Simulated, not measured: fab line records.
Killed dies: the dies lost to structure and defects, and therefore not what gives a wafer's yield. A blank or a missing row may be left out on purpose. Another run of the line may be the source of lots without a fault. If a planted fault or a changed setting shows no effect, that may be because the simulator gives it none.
Which tool is to blame? || flow sky130 || 45 wafers from 15 lots sampled at 3 of the route's 708 steps

== WHAT THE GAUGES SHOWED, per wafer ==
SKY_VT_ADJUST_HVTP_OVL_MEAS_08.
{"lot": "L426", "measured": "day 6 01:16", "on": "overlay-01", "VT_ADJUST_HVTP_OVL (nm)": "1.9 3.5 2.6"}
{"lot": "L429", "measured": "day 6 20:11", "on": "overlay-02", "VT_ADJUST_HVTP_OVL (nm)": "-0.3 -0.4 -0.8"}
{"lot": "L428", "measured": "day 6 21:17", "on": "overlay-01", "VT_ADJUST_HVTP_OVL (nm)": "-2.6 -2.5 -2.9"}
{"lot": "L430", "measured": "day 7 01:19", "on": "overlay-02", "VT_ADJUST_HVTP_OVL (nm)": "-0.6 -2.2 -1.1"}
{"lot": "L432", "measured": "day 7 14:50", "on": "overlay-01", "VT_ADJUST_HVTP_OVL (nm)": "-3.9 -3.1 -3.3"}
{"lot": "L434", "measured": "day 8 03:49", "on": "overlay-01", "VT_ADJUST_HVTP_OVL (nm)": "-1.3 -0.5 0.1"}
{"lot": "L435", "measured": "day 8 08:37", "on": "overlay-01", "VT_ADJUST_HVTP_OVL (nm)": "-1.2 -0.1 -0.4"}
{"lot": "L437", "measured": "day 8 22:32", "on": "overlay-01", "VT_ADJUST_HVTP_OVL (nm)": "-0.4 -1.4 0.4"}
{"lot": "L438", "measured": "day 9 04:38", "on": "overlay-01", "VT_ADJUST_HVTP_OVL (nm)": "-0.3 -0.9 -0.8"}
{"lot": "L439", "measured": "day 9 10:59", "on": "overlay-01", "VT_ADJUST_HVTP_OVL (nm)": "-0.3 -0.5 0.1"}
{"lot": "L441", "measured": "day 10 03:29", "on": "overlay-01", "VT_ADJUST_HVTP_OVL (nm)": "1.2 2.0 1.1"}
{"lot": "L442", "measured": "day 10 10:49", "on": "overlay-02", "VT_ADJUST_HVTP_OVL (nm)": "-1.2 -1.5 -2.0"}
{"lot": "L443", "measured": "day 10 17:22", "on": "overlay-02", "VT_ADJUST_HVTP_OVL (nm)": "1.0 0.6 0.4"}
{"lot": "L444", "measured": "day 11 00:26", "on": "overlay-02", "VT_ADJUST_HVTP_OVL (nm)": "0.1 -0.2 -1.7"}
{"lot": "L449", "measured": "day 12 06:35", "on": "overlay-02", "VT_ADJUST_HVTP_OVL (nm)": "-0.9 -0.1 -1.1"}

SKY_LI_CONTACT_BOW_MEAS_03.
{"lot": "L426", "measured": "day 27 18:58", "on": "film-metro-02", "LI_CONTACT_BOW (um)": "56 53 68"}
{"lot": "L429", "measured": "day 29 14:28", "on": "film-metro-02", "LI_CONTACT_BOW (um)": "49 56 45"}
{"lot": "L428", "measured": "day 29 13:02", "on": "film-metro-02", "LI_CONTACT_BOW (um)": "53 58 53"}
{"lot": "L430", "measured": "day 33 00:52", "on": "film-metro-03", "LI_CONTACT_BOW (um)": "51 45 64"}
{"lot": "L432", "measured": "day 33 03:54", "on": "film-metro-02", "LI_CONTACT_BOW (um)": "57 54 47"}
{"lot": "L434", "measured": "day 33 07:43", "on": "film-metro-03", "LI_CONTACT_BOW (um)": "49 59 50"}
{"lot": "L435", "measured": "day 33 05:13", "on": "film-metro-03", "LI_CONTACT_BOW (um)": "67 59 59"}
{"lot": "L437", "measured": "day 33 05:28", "on": "film-metro-03", "LI_CONTACT_BOW (um)": "57 62 58"}
{"lot": "L438", "measured": "day 33 08:53", "on": "film-metro-03", "LI_CONTACT_BOW (um)": "51 29 56"}
{"lot": "L439", "measured": "day 33 14:16", "on": "film-metro-02", "LI_CONTACT_BOW (um)": "55 54 57"}
{"lot": "L441", "measured": "day 33 14:34", "on": "film-metro-02", "LI_CONTACT_BOW (um)": "57 57 50"}
{"lot": "L442", "measured": "day 33 16:18", "on": "film-metro-04", "LI_CONTACT_BOW (um)": "62 63 55"}
{"lot": "L443", "measured": "day 33 16:36", "on": "film-metro-02", "LI_CONTACT_BOW (um)": "52 45 57"}
{"lot": "L444", "measured": "day 33 18:14", "on": "film-metro-04", "LI_CONTACT_BOW (um)": "53 56 52"}
{"lot": "L449", "measured": "day 35 05:52", "on": "film-metro-02", "LI_CONTACT_BOW (um)": "53 50 61"}

== WHAT TOOL EACH LOT RAN ON (gives the tool, then ch and the chambers of the sampled wafers, and finally the start) ==
{"lot": "L426", "SKY_PWDE_EXPOSE_04": "iline-stepper-02 ch 0, day 3 12:44"}
{"lot": "L429", "SKY_PWDE_EXPOSE_04": "iline-stepper-01 ch 0, day 4 06:22"}
{"lot": "L428", "SKY_PWDE_EXPOSE_04": "iline-stepper-02 ch 0, day 4 06:37"}
{"lot": "L430", "SKY_PWDE_EXPOSE_04": "iline-stepper-02 ch 0, day 4 10:01"}
{"lot": "L432", "SKY_PWDE_EXPOSE_04": "iline-stepper-02 ch 0, day 4 21:28"}
{"lot": "L434", "SKY_PWDE_EXPOSE_04": "iline-stepper-02 ch 0, day 5 08:56"}
{"lot": "L435", "SKY_PWDE_EXPOSE_04": "iline-stepper-02 ch 0, day 5 13:14"}
{"lot": "L437", "SKY_PWDE_EXPOSE_04": "iline-stepper-01 ch 0, day 6 01:57"}
{"lot": "L438", "SKY_PWDE_EXPOSE_04": "iline-stepper-01 ch 0, day 6 05:19"}
{"lot": "L439", "SKY_PWDE_EXPOSE_04": "iline-stepper-02 ch 0, day 6 11:14"}
{"lot": "L441", "SKY_PWDE_EXPOSE_04": "iline-stepper-02, day 7 01:02"}
{"lot": "L442", "SKY_PWDE_EXPOSE_04": "iline-stepper-02, day 7 08:33"}
{"lot": "L443", "SKY_PWDE_EXPOSE_04": "iline-stepper-01, day 7 12:38"}
{"lot": "L444", "SKY_PWDE_EXPOSE_04": "iline-stepper-02 ch 0, day 7 20:17"}
{"lot": "L449", "SKY_PWDE_EXPOSE_04": "iline-stepper-02 ch 0, day 8 22:57"}
- SKY_PWDE_EXPOSE_04: exposes mask PWDEM, target cd 840 nm.

== WHAT THE TOOLS THEMSELVES READ (means of the sampled wafers that have a number; where no wafer has one, the mark that the record gives instead) ==
SKY_PWDE_EXPOSE_04.
{"lot": "L426", "tool": "iline-stepper-02", "exposure-dose-mJ-cm2": 214.09, "focus-offset-nm (nm)": -0.2}
{"lot": "L429", "tool": "iline-stepper-01", "exposure-dose-mJ-cm2": 213.97, "focus-offset-nm (nm)": 0.6}
{"lot": "L428", "tool": "iline-stepper-02", "exposure-dose-mJ-cm2": 213.94, "focus-offset-nm (nm)": 0.8}
{"lot": "L430", "tool": "iline-stepper-02", "exposure-dose-mJ-cm2": 213.85, "focus-offset-nm (nm)": 0.0}
{"lot": "L432", "tool": "iline-stepper-02", "exposure-dose-mJ-cm2": 213.98, "focus-offset-nm (nm)": 0.1}
{"lot": "L434", "tool": "iline-stepper-02", "exposure-dose-mJ-cm2": 214.01, "focus-offset-nm (nm)": -0.5}
{"lot": "L435", "tool": "iline-stepper-02", "exposure-dose-mJ-cm2": 213.92, "focus-offset-nm (nm)": 0.6}
{"lot": "L437", "tool": "iline-stepper-01", "exposure-dose-mJ-cm2": 214.00, "focus-offset-nm (nm)": -0.1}
{"lot": "L438", "tool": "iline-stepper-01", "exposure-dose-mJ-cm2": 213.91, "focus-offset-nm (nm)": -1.2}
{"lot": "L439", "tool": "iline-stepper-02", "exposure-dose-mJ-cm2": 213.74, "focus-offset-nm (nm)": -0.1}
{"lot": "L441", "tool": "iline-stepper-02", "exposure-dose-mJ-cm2": "-", "focus-offset-nm (nm)": "-"}
{"lot": "L442", "tool": "iline-stepper-02", "exposure-dose-mJ-cm2": "-", "focus-offset-nm (nm)": "-"}
{"lot": "L443", "tool": "iline-stepper-01", "exposure-dose-mJ-cm2": "-", "focus-offset-nm (nm)": "-"}
{"lot": "L444", "tool": "iline-stepper-02", "exposure-dose-mJ-cm2": 213.75, "focus-offset-nm (nm)": 0.3}
{"lot": "L449", "tool": "iline-stepper-02", "exposure-dose-mJ-cm2": 214.17, "focus-offset-nm (nm)": -0.6}

== THE ANSWER, worked out from the rows above alone ==
Rule: usual is defined by the lots themselves. The widest of any qualifying gaps counts: lots, ordered by their means at a reading, are off when they make up no more than a third of the lots, leave a main group of 4 or more, and stand apart from it by 3 or more times the standard deviation of that group's means. Not used: any main group whose means are identical at the precision the tables above print for the reading. A lot without any number at a reading at which 4 lots or more have one is off too. The other lots that the step has rows for count as sound. First the gauges in route order, then the tools' own readings, where a lot's mean is used as printed above. The first step at which some lot is off is used, and at that step the reading that is off furthest; a lot without a number counts as furthest.
Off: L441, L442, L443, at SKY_PWDE_EXPOSE_04 (exposure-dose-mJ-cm2). Without a number there: L441, L442, L443. For the main group the mean is 213.94 and the standard deviation 0.12.
A tool fits if, at that step or a process step before it, it ran every lot that is off, and no sound lot after the first of them. Of those tried, none fits.

== WHAT WAS PUT IN BY THE SIMULATOR ==
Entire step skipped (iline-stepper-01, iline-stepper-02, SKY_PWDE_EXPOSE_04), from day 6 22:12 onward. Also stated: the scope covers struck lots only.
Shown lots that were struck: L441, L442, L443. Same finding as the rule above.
